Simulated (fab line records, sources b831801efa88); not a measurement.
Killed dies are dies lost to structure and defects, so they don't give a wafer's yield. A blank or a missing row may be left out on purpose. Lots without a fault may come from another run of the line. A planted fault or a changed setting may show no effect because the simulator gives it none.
Chamber matching | flow gf180mcu | GF_POLY_GATE_ETCH_13 on rie_si-02: 4 sister chambers
The step etches poly-Si in HBr/Cl2, stops on SiO2, target depth 198.5 nm, time 69.6 s. 4 wafers are shown with their chamber, then 9 later ones without.

WAFERS WITH THEIR CHAMBER
wafer  | chamber | oes_product_au (a.u.)
L907.6 | 0       | 0.992
L909.1 | 3       | 0.974
L909.3 | 2       | 0.981
L909.4 | 1       | 0.998

WAFERS WITHOUT THEIR CHAMBER
wafer  | oes_product_au (a.u.)
L910.1 | 0.988
L910.3 | 0.999
L910.6 | 0.974
L912.1 | 0.990
L912.5 | 0.986
L912.6 | 0.991
L913.1 | 0.979
L913.3 | 0.982
L913.4 | 0.991

WHICH CHAMBER EACH WENT THROUGH
wafer  | from the rows above     | in truth
L910.1 | can't be placed: 0 or 2 | 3
L910.3 | 1                       | 1
L910.6 | 3                       | 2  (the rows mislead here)
L912.1 | 0                       | 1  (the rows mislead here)
L912.5 | can't be placed: 2 or 0 | 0
L912.6 | 0                       | 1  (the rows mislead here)
L913.1 | can't be placed: 2 or 3 | 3
L913.3 | 2                       | 2
L913.4 | 0                       | 0
Placed correctly: 3 of 9. Can't be placed from these rows: 3 (the true chamber is among the candidates in 2). Placed wrongly: 3.
How it was worked out, from the rows above alone: a wafer's distance from a chamber is the root of the sum, over the readings, of the square of ((its reading less the chamber's mean) divided by the reading's scatter). The wafer belongs to the nearest chamber; if the next one is less than 2 further off, it can't be placed. A chamber's mean is the mean of its shown wafers. The scatter: with one shown wafer a chamber, the root of the mean of the squares of how far each hidden wafer lies from its nearest shown one.
